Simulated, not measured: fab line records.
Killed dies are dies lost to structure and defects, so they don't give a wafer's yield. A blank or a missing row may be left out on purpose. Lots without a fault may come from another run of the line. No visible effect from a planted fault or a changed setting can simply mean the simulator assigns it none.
fab line records ; flow sky130
record lots=7; wafers=21; last_day=50
route steps=708 shown DNWELL@41 PWDE@45 PAD_OPEN@708
lots that met no fault: from a run of the same line without faults
start_h: the number of hours between the record's first day and the start of the first shown wafer of the lot ; wait_h: hours from the lot's prior step to this one ; " repeats the value in the row above ; L1.1+2: several wafers, shown together as one row ; - no value, or no start given ; * or withheld: withheld ; < > ~ a bound
route shown NAME@n: NAME is a module with steps in the file, n the number in the route of the first one ; usual: mean and standard deviation over wafers with no fault ; same: alike in all rows ; chamber/n: place in a boat ; sites: per-site readings ; _std_site: how widely they spread, as a standard deviation ; _edge_site: the outer-site mean with the inner-site mean subtracted ; radius_mm: how far each site lies from the wafer's centre ; mask NAME#n: copy n ; behind: tool/chamber where the wafer was last shaped ; hold: why the lot was held/for how many hours/how that ended ; device: names the non-switching transistor (n, p or np) ; end of line: at the end of the route, the tests of the same wafers ; a step given without rows: its recipe and nothing more ; killed: at the first sort, the dies lost to defects and structure; wafer yield is something else ; map: a wafer's dies, x killed, . not, _ none there
set.NAME: the run value of the setting; set.NAME@STEP: its run value at that earlier step ; model.NAME: the simulator's own value behind a step, which no gauge read
lots at some steps of the route; a table a step, a row a wafer
services: when a tool's chamber went out of use (start_h, in hours from the record's first day, below 0 if earlier), for how many hours, and the reason
## steps
# step SKY_DNWELL_DEVELOP_06
# recipe wall_angle_deg=90; developer=TMAH; develop_time_s=60; dev_temp_c=23
# step SKY_DNWELL_IMPLANT_07
# recipe species=P; energy_kev=withheld; dose_cm2=withheld; tilt_deg=withheld
# step SKY_DNWELL_STRIP_08
# recipe chemistry=O2/N2; power_w=1400; pressure_mtorr=1500; platen_temp_c=withheld; o2_flow_sccm=3000; n2_flow_sccm=300; overash_fraction=0.5
# usual drypump_motor_current_A=6.0/0.56; n2_flow_sccm=300.0/0.78; oes_product_au=0.723/0.0046; strip_time_to_endpoint_s=36.96/0.073
lot.wafer;tool;chamber;start_h;wait_h;drypump_motor_current_A;n2_flow_sccm;oes_product_au;rf_hours_counter_h;strip_time_to_endpoint_s
L923.2;plasma_asher-02;0;94.82;0.1;6.8;299.4;0.725;41;36.91
L923.4;plasma_asher-02;1;94.82;0.1;5.5;300.9;0.727;-;37.00
L923.5;plasma_asher-02;0;94.82;0.1;6.8;298.6;0.725;-;36.89
L924.3;plasma_asher-02;1;100.65;0.1;5.5;299.7;0.722;-;36.91
L924.4;plasma_asher-02;0;100.65;0.1;6.8;299.4;0.724;-;37.00
L924.5;plasma_asher-02;0;100.65;0.1;6.8;299.7;0.720;-;37.01
L930.1;plasma_asher-01;1;135.21;0.1;6.4;300.4;0.724;2;37.11
L930.3;plasma_asher-01;0;135.21;0.1;5.4;299.7;0.717;-;36.89
L930.5;plasma_asher-01;0;135.21;0.1;5.4;298.7;0.717;-;36.98
L931.3;plasma_asher-01;0;139.06;0.1;5.4;299.3;0.723;-;36.96
L931.4;plasma_asher-01;1;139.06;0.1;6.4;300.7;0.730;-;36.93
L931.6;plasma_asher-01;1;139.06;0.1;6.4;300.8;0.724;-;36.86
L932.3;plasma_asher-01;1;143.25;0.1;6.4;299.9;0.721;-;36.96
L932.4;plasma_asher-01;0;143.25;0.1;5.4;300.3;0.733;-;36.91
L932.6;plasma_asher-01;0;143.25;0.1;5.4;299.6;0.731;-;36.82
L936.1;plasma_asher-01;1;164.28;0.1;6.4;300.3;0.723;5;36.99
L936.2;plasma_asher-01;0;164.28;0.1;5.4;299.9;0.728;5;37.20
L936.3;plasma_asher-01;1;164.28;0.1;6.4;299.7;0.721;-;37.13
L937.4;plasma_asher-01;0;171.75;0.1;5.4;300.4;0.725;-;37.01
L937.5;plasma_asher-01;1;171.75;0.1;6.4;299.8;0.726;-;36.98
L937.6;plasma_asher-01;0;171.75;0.1;5.4;298.6;0.720;-;36.98
# step SKY_DNWELL_TW_MEAS_09
# usual DNWELL_TW=1114/7.3
lot.wafer;tool;chamber;start_h;wait_h;DNWELL_TW
L923.2;film_metro-04;-;94.93;0.1;1117
L923.4;film_metro-04;-;94.93;0.1;1117
L923.5;film_metro-04;-;94.93;0.1;1117
L924.3;film_metro-04;-;100.74;0.1;1126
L924.4;film_metro-04;-;100.74;0.1;1121
L924.5;film_metro-04;-;100.74;0.1;1118
L930.1;film_metro-03;-;135.31;0.1;1108
L930.3;film_metro-03;-;135.31;0.1;1109
L930.5;film_metro-03;-;135.31;0.1;1108
L931.3;film_metro-04;-;139.15;0.1;1114
L931.4;film_metro-04;-;139.15;0.1;1106
L931.6;film_metro-04;-;139.15;0.1;1109
L932.3;film_metro-02;-;143.33;0.1;1106
L932.4;film_metro-02;-;143.33;0.1;1102
L932.6;film_metro-02;-;143.33;0.1;1103
L936.1;film_metro-03;-;164.38;0.1;1113
L936.2;film_metro-03;-;164.38;0.1;1122
L936.3;film_metro-03;-;164.38;0.1;1110
L937.4;film_metro-04;-;171.85;0.1;1119
L937.5;film_metro-04;-;171.85;0.1;1114
L937.6;film_metro-04;-;171.85;0.1;1118
# step SKY_PWDE_DEHYDRATE_00
# recipe temp_c=200; time_s=60
# step SKY_PWDE_HMDS_01
# recipe prime_time_s=60; prime_temp_c=120
# step SKY_PWDE_COAT_02
# recipe spin_rpm=2000; resist_thk_nm=3000
# step SKY_PWDE_SOFTBAKE_03
# recipe temp_c=110; time_s=withheld
# step SKY_PWDE_EXPOSE_04
# recipe mask_id=PWDEM; na=0.6; source_shape=conventional; sigma_outer=0.6; polarization=unpolarized; target_cd_nm=840; dose_mj=214
# step SKY_PWDE_PEB_05
# recipe temp_c=115; time_s=withheld
# step SKY_PWDE_DEVELOP_06
# recipe wall_angle_deg=90; developer=TMAH; develop_time_s=60; dev_temp_c=23
# step SKY_PWDE_OVL_MEAS_07
# usual PWDE_OVL=0.9/1.3
lot.wafer;tool;chamber;start_h;wait_h;PWDE_OVL[nm]
L923.2;overlay-02;-;113.08;-;-0.8
L923.4;overlay-02;-;113.08;-;1.3
L923.5;overlay-02;-;113.08;-;-0.5
L924.3;overlay-01;-;117.53;-;0.8
L924.4;overlay-01;-;117.53;-;0.7
L924.5;overlay-01;-;117.53;-;0.5
L930.1;overlay-01;-;154.82;-;1.9
L930.3;overlay-01;-;154.82;-;1.6
L930.5;overlay-01;-;154.82;-;1.1
L931.3;overlay-01;-;157.74;-;1.4
L931.4;overlay-01;-;157.74;-;2.2
L931.6;overlay-01;-;157.74;-;0.5
L932.3;overlay-01;-;163.14;-;2.6
L932.4;overlay-01;-;163.14;-;3.0
L932.6;overlay-01;-;163.14;-;3.3
L936.1;overlay-02;-;185.27;-;1.4
L936.2;overlay-02;-;185.27;-;3.7
L936.3;overlay-02;-;185.27;-;1.3
L937.4;overlay-02;-;192.50;-;0.4
L937.5;overlay-02;-;192.50;-;0.8
L937.6;overlay-02;-;192.50;-;-0.1
# step SKY_PWDE_IMPLANT_08
# recipe species=B; energy_kev=150; dose_cm2=3.6e+12; tilt_deg=withheld
# usual beam_energy_keV=150.01/0.042; end_station_pressure_torr=5.01e-06/2.9e-07
lot.wafer;tool;chamber;start_h;wait_h;beam_energy_keV;end_station_pressure_torr;model.implant.rp_nm;model.implant.drp_nm
L923.2;implanter-01;0;113.13;0.0;150.03;4.85e-06;446.5;97.97
L923.4;implanter-01;0;113.13;0.0;150.00;4.69e-06;446.5;97.97
L923.5;implanter-01;0;113.13;0.0;149.99;5.14e-06;446.5;97.97
L924.3;implanter-02;0;117.61;0.1;150.01;5.04e-06;453.3;97.97
L924.4;implanter-02;0;117.61;0.1;150.00;5.04e-06;453.3;97.97
L924.5;implanter-02;0;117.61;0.1;149.96;4.5e-06;453.3;97.97
L930.1;implanter-02;0;154.86;0.0;178.31;4.9e-06;495.2;104.2
L930.3;implanter-02;0;154.86;0.0;178.33;5.17e-06;495.2;104.2
L930.5;implanter-02;0;154.86;0.0;178.30;4.81e-06;495.2;104.2
L931.3;implanter-02;0;157.82;0.1;178.29;5.15e-06;489.5;104.2
L931.4;implanter-02;0;157.82;0.1;178.33;4.95e-06;489.5;104.2
L931.6;implanter-02;0;157.82;0.1;178.27;5.47e-06;489.5;104.2
L932.3;implanter-02;0;163.22;0.1;178.34;4.45e-06;488.9;104.2
L932.4;implanter-02;0;163.22;0.1;178.29;5.08e-06;488.9;104.2
L932.6;implanter-02;0;163.22;0.1;178.32;4.93e-06;488.9;104.2
L936.1;implanter-04;0;185.31;0.0;150.02;5.06e-06;432;97.97
L936.2;implanter-04;0;185.31;0.0;150.05;4.64e-06;432;97.97
L936.3;implanter-04;0;185.31;0.0;149.99;4.35e-06;432;97.97
L937.4;implanter-04;0;192.59;0.1;149.98;5.11e-06;447.6;97.97
L937.5;implanter-04;0;192.59;0.1;150.00;5.02e-06;447.6;97.97
L937.6;implanter-04;0;192.59;0.1;149.96;5e-06;447.6;97.97
# step SKY_PWDE_STRIP_09
# recipe chemistry=O2/N2; power_w=1400; pressure_mtorr=1500; platen_temp_c=withheld; o2_flow_sccm=3000; n2_flow_sccm=300; overash_fraction=0.5
# usual drypump_motor_current_A=6.0/0.47; n2_flow_sccm=300.1/1.1; oes_product_au=0.722/0.0048; strip_time_to_endpoint_s=36.94/0.11
lot.wafer;tool;chamber;start_h;wait_h;drypump_motor_current_A;n2_flow_sccm;oes_product_au;rf_hours_counter_h;strip_time_to_endpoint_s
L923.2;plasma_asher-02;0;113.26;0.1;6.8;300.7;0.726;43;36.97
L923.4;plasma_asher-02;0;113.26;0.1;6.8;302.6;0.717;-;37.05
L923.5;plasma_asher-02;1;113.26;0.1;5.5;299.7;0.725;-;36.94
L924.3;plasma_asher-02;1;117.74;0.1;5.5;301.2;0.726;-;36.97
L924.4;plasma_asher-02;0;117.74;0.1;6.8;300.3;0.726;-;36.95
L924.5;plasma_asher-02;0;117.74;0.1;6.8;301.4;0.722;-;36.90
L930.1;plasma_asher-04;0;155.01;0.1;6.5;301.8;0.727;32;37.04
L930.3;plasma_asher-04;1;155.01;0.1;5.8;300.0;0.720;-;37.04
L930.5;plasma_asher-04;0;155.01;0.1;6.6;302.1;0.720;-;36.94
L931.3;plasma_asher-04;0;157.95;0.1;6.5;300.7;0.717;-;36.91
L931.4;plasma_asher-04;1;157.95;0.1;5.8;301.1;0.721;-;36.84
L931.6;plasma_asher-04;0;157.95;0.1;6.6;300.4;0.722;-;36.99
L932.3;plasma_asher-04;1;163.35;0.1;5.8;299.9;0.725;-;36.86
L932.4;plasma_asher-04;0;163.35;0.1;6.5;299.1;0.729;-;36.78
L932.6;plasma_asher-04;0;163.35;0.1;6.5;298.7;0.717;-;36.80
L936.1;plasma_asher-03;1;185.46;0.1;5.5;301.1;0.717;48;36.96
L936.2;plasma_asher-03;0;185.46;0.1;5.8;299.9;0.720;48;36.98
L936.3;plasma_asher-03;0;185.46;0.1;5.7;299.2;0.727;-;37.00
L937.4;plasma_asher-03;1;192.70;0.1;5.6;300.4;0.723;-;36.86
L937.5;plasma_asher-03;0;192.70;0.1;5.8;299.8;0.722;-;36.74
L937.6;plasma_asher-03;1;192.70;0.1;5.6;299.9;0.720;-;36.72
# step SKY_PAD_OPEN_PROBE_99
# usual killed_at_M0_to_M3=43/6.8; killed_at_M4_up=3.3/1.8; killed_at_contacts=25/5.9; killed_at_front_end=16/4.2; killed_at_other=0.3/0.69; killed_dies=87/8.6; killed_open=48/6.3; killed_short=39/5.3
# same gross_dies=492; killed_at_back_side=0
lot.wafer;tool;chamber;start_h;wait_h;killed_at_M0_to_M3;killed_at_M4_up;killed_at_contacts;killed_at_front_end;killed_at_other;killed_dies;killed_open;killed_short;model.etest.res_p_drift_20v.line_ohm_um;model.etest.res_p_drift_20v.rs_ohm_sq
L923.2;prober-01;-;1118.35;0.1;45;3;18;19;1;86;44;42;1.164e+04;9875
L923.4;prober-01;-;1118.45;0.2;41;4;21;21;0;87;46;41;1.066e+04;8886
L923.5;prober-01;-;1118.50;0.2;46;3;22;16;0;87;47;40;1.074e+04;8908
L924.3;prober-02;-;1124.64;0.2;44;1;29;19;0;93;56;37;1.048e+04;8709
L924.4;prober-02;-;1124.69;0.2;42;6;28;16;0;92;52;40;1.065e+04;8667
L924.5;prober-02;-;1124.74;0.2;41;4;34;13;3;95;52;41;9991;8346
L932.3;prober-02;-;1166.24;0.2;37;6;25;13;0;81;44;37;8879;7456
L932.4;prober-02;-;1166.29;0.2;35;3;27;16;1;82;44;37;8959;7459
L932.6;prober-02;-;1166.39;0.2;49;2;20;10;3;84;47;34;8847;7483
L930.1;prober-01;-;1170.54;0.1;44;2;26;15;0;87;43;44;8472;7197
L930.3;prober-01;-;1170.64;0.2;37;4;34;12;0;87;45;42;8845;7508
L930.5;prober-01;-;1170.74;0.2;38;4;33;12;1;88;39;49;8828;7374
L931.3;prober-02;-;1172.14;0.2;44;6;23;21;0;94;52;41;8963;7530
L931.4;prober-02;-;1172.19;0.2;53;2;23;14;1;93;49;40;9241;7692
L931.6;prober-02;-;1172.29;0.2;36;3;38;18;0;95;51;44;9063;7607
L936.1;prober-01;-;1191.94;0.1;52;2;26;11;0;91;53;38;1.217e+04;1.007e+04
L936.2;prober-01;-;1191.99;0.1;48;4;12;20;0;84;42;42;1.281e+04;1.091e+04
L936.3;prober-01;-;1192.04;0.2;51;4;20;19;0;94;52;42;1.194e+04;1.003e+04
L937.4;prober-02;-;1192.09;0.2;29;4;35;13;0;81;43;37;1.144e+04;9616
L937.5;prober-02;-;1192.14;0.2;28;3;23;14;0;68;32;35;1.018e+04;8653
L937.6;prober-02;-;1192.19;0.2;47;5;20;22;0;94;42;52;1.025e+04;8636
# killed by level:class
L923.2 VIA1:geometric_particle:open=13 METAL1:geometric_particle:short=7 CONTACT:geometric_particle:open=6 VIA2:geometric_particle:open=6 FIELD_ISO:geometric_particle:short=5 FIELD_ISO:geometric_particle:open=5 METAL2:geometric_particle:short=5 LI_CONTACT:geometric_particle:open=4
L923.4 VIA1:geometric_particle:open=9 CONTACT:geometric_particle:open=8 VIA2:geometric_particle:open=7 METAL1:geometric_particle:short=7 LI_CONTACT:geometric_particle:short=6 VIA1:geometric_particle:short=5 METAL2:geometric_particle:short=5 LI_CONTACT:geometric_particle:open=4
L923.5 METAL1:geometric_particle:short=7 LI_CONTACT:geometric_particle:open=7 CONTACT:geometric_particle:open=6 VIA1:geometric_particle:open=6 VIA3:geometric_particle:open=6 VIA3:geometric_particle:short=5 METAL2:geometric_particle:short=5 SPACER:geometric_particle:open=5
L924.3 CONTACT:geometric_particle:open=15 VIA2:geometric_particle:open=12 VIA1:geometric_particle:open=10 VIA1:geometric_particle:short=6 POLY_GATE:geometric_particle:open=6 METAL2:geometric_particle:short=6 LI_CONTACT:geometric_particle:open=5 FIELD_ISO:geometric_particle:short=4
L924.4 CONTACT:geometric_particle:open=12 VIA2:geometric_particle:open=12 VIA1:geometric_particle:open=10 LI_CONTACT:geometric_particle:open=8 METAL1:geometric_particle:short=6 METAL4:geometric_particle:short=6 POLY_GATE:geometric_particle:short=5 POLY_GATE:geometric_particle:open=4
L924.5 VIA1:geometric_particle:open=14 CONTACT:geometric_particle:open=12 LI_CONTACT:geometric_particle:open=10 CONTACT:geometric_particle:short=10 VIA2:geometric_particle:open=7 VIA3:geometric_particle:short=5 VIA1:geometric_particle:short=4 METAL4:geometric_particle:short=4
L932.3 CONTACT:geometric_particle:open=10 VIA1:geometric_particle:open=8 METAL2:geometric_particle:short=8 VIA2:geometric_particle:open=5 POLY_GATE:geometric_particle:open=5 CONTACT:geometric_particle:short=5 METAL4:geometric_particle:short=5 POLY_GATE:geometric_particle:short=4
L932.4 CONTACT:geometric_particle:open=11 VIA1:geometric_particle:open=8 FIELD_ISO:geometric_particle:short=7 FIELD_ISO:geometric_particle:open=7 VIA2:geometric_particle:open=6 LOCAL_INTERCONNECT:geometric_particle:short=5 VIA2:geometric_particle:short=5 LI_CONTACT:geometric_particle:open=4
L932.6 VIA3:geometric_particle:open=11 VIA1:geometric_particle:open=10 VIA2:geometric_particle:open=7 LOCAL_INTERCONNECT:geometric_particle:short=6 CONTACT:geometric_particle:open=6 METAL2:geometric_particle:short=5 VIA3:geometric_particle:short=4 FIELD_ISO:geometric_particle:open=3
L930.1 VIA1:geometric_particle:open=11 CONTACT:geometric_particle:open=8 LI_CONTACT:geometric_particle:open=6 VIA2:geometric_particle:open=6 LOCAL_INTERCONNECT:geometric_particle:short=5 VIA1:geometric_particle:short=5 POLY_GATE:geometric_particle:short=4 METAL1:geometric_particle:short=4
L930.3 LI_CONTACT:geometric_particle:open=9 VIA1:geometric_particle:open=9 LOCAL_INTERCONNECT:geometric_particle:short=8 CONTACT:geometric_particle:open=8 VIA3:geometric_particle:open=6 VIA1:geometric_particle:short=5 METAL3:geometric_particle:short=5 POLY_GATE:geometric_particle:open=4
L930.5 CONTACT:geometric_particle:open=10 VIA1:geometric_particle:open=10 LOCAL_INTERCONNECT:geometric_particle:short=9 LI_CONTACT:geometric_particle:open=7 METAL2:geometric_particle:short=7 METAL1:geometric_particle:short=6 CONTACT:geometric_particle:short=5 VIA1:geometric_particle:short=4
L931.3 VIA2:geometric_particle:open=12 CONTACT:geometric_particle:open=10 POLY_GATE:geometric_particle:short=9 LI_CONTACT:geometric_particle:open=8 VIA1:geometric_particle:open=7 METAL4:geometric_particle:short=6 METAL2:geometric_particle:short=6 VIA2:geometric_particle:short=4
L931.4 VIA1:geometric_particle:open=17 VIA3:geometric_particle:open=7 CONTACT:geometric_particle:open=6 METAL1:geometric_particle:short=6 VIA1:geometric_particle:short=6 METAL2:geometric_particle:short=6 LI_CONTACT:geometric_particle:open=5 CONTACT:geometric_particle:short=5
L931.6 CONTACT:geometric_particle:open=14 LI_CONTACT:geometric_particle:open=9 POLY_GATE:geometric_particle:short=8 VIA1:geometric_particle:open=8 LOCAL_INTERCONNECT:geometric_particle:short=7 VIA1:geometric_particle:short=7 POLY_GATE:geometric_particle:open=5 VIA3:geometric_particle:open=5
L936.1 VIA2:geometric_particle:open=15 CONTACT:geometric_particle:open=8 LI_CONTACT:geometric_particle:open=7 METAL1:geometric_particle:short=7 VIA1:geometric_particle:open=6 VIA1:geometric_particle:short=6 FIELD_ISO:geometric_particle:open=5 METAL2:geometric_particle:short=5
L936.2 VIA1:geometric_particle:open=13 POLY_GATE:geometric_particle:short=6 VIA1:geometric_particle:short=6 VIA3:geometric_particle:open=6 METAL1:geometric_particle:short=5 POLY_GATE:geometric_particle:open=5 CONTACT:geometric_particle:open=5 METAL2:geometric_particle:short=5
L936.3 VIA1:geometric_particle:open=16 FIELD_ISO:geometric_particle:open=10 CONTACT:geometric_particle:open=8 VIA1:geometric_particle:short=7 METAL3:geometric_particle:short=6 VIA3:geometric_particle:open=6 FIELD_ISO:geometric_particle:short=5 VIA2:geometric_particle:short=5
L937.4 LI_CONTACT:geometric_particle:open=12 CONTACT:geometric_particle:open=10 CONTACT:geometric_particle:short=6 VIA1:geometric_particle:open=6 METAL1:geometric_particle:short=5 FIELD_ISO:geometric_particle:short=3 LOCAL_INTERCONNECT:geometric_particle:short=3 VIA2:geometric_particle:short=3
L937.5 CONTACT:geometric_particle:open=8 CONTACT:geometric_particle:short=7 POLY_GATE:geometric_particle:short=5 VIA2:geometric_particle:open=5 LI_CONTACT:geometric_particle:open=5 METAL1:geometric_particle:short=5 VIA3:geometric_particle:open=5 METAL2:geometric_particle:short=4
L937.6 METAL2:geometric_particle:short=9 VIA1:geometric_particle:open=8 LOCAL_INTERCONNECT:geometric_particle:short=7 CONTACT:geometric_particle:open=7 FIELD_ISO:geometric_particle:short=6 POLY_GATE:geometric_particle:short=6 VIA3:geometric_particle:open=6 POLY_GATE:geometric_particle:open=5
## services
tool;chamber;start_h;hours;kind
plasma_asher-03;-;76.91;2.8;pm
plasma_asher-01;-;108.75;9.0;pm
plasma_asher-01;0;108.75;9.0;vent_cycle
plasma_asher-01;1;108.75;9.0;vent_cycle
plasma_asher-01;0;117.75;-;clean
plasma_asher-01;1;117.75;-;clean
implanter-01;-;121.65;3.4;repair
implanter-01;-;131.08;20.7;repair
plasma_asher-01;-;141.60;0.9;repair
implanter-04;-;148.77;6.2;pm
implanter-01;-;154.64;5.5;pm
plasma_asher-03;-;161.09;15.6;pm
implanter-04;-;168.40;3.9;pm
plasma_asher-02;-;178.47;14.5;pm
## key
first_sign step=SKY_PWDE_IMPLANT_08; reading=beam_energy_keV; direction=up; sigmas=99+; usual=*; struck=*
effect none on later readings
model_effect step=SKY_PWDE_IMPLANT_08; value=implant.rp_nm; without=430; struck=491.2
model_effect step=SKY_PAD_OPEN_PROBE_99; value=etest.res_p_drift_20v.line_ohm_um; without=1.124e+04; struck=8900
met_at SKY_PWDE_IMPLANT_08
struck_wafers L930.1,L930.3,L930.5,L931.3,L931.4,L931.6,L932.3,L932.4,L932.6
tester_left_out L930,L931,L932
onset_between 117.61 154.86
fault kind=process_parameter_drift; tool=implanter-02; chamber=-; onset_h=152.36; steps=SKY_PWDE_IMPLANT_08; channel=energy_kev; offset=*; shape=step; end_h=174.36; acts_in=*; stated=*
# tester_left_out: of these lots the tester's yield and bins aren't shown, on N5 and GAA mostly nor the transistor test; their killed dies are dies lost to structure and defects alone, not to doping, threshold or leakage, so they don't give the yield
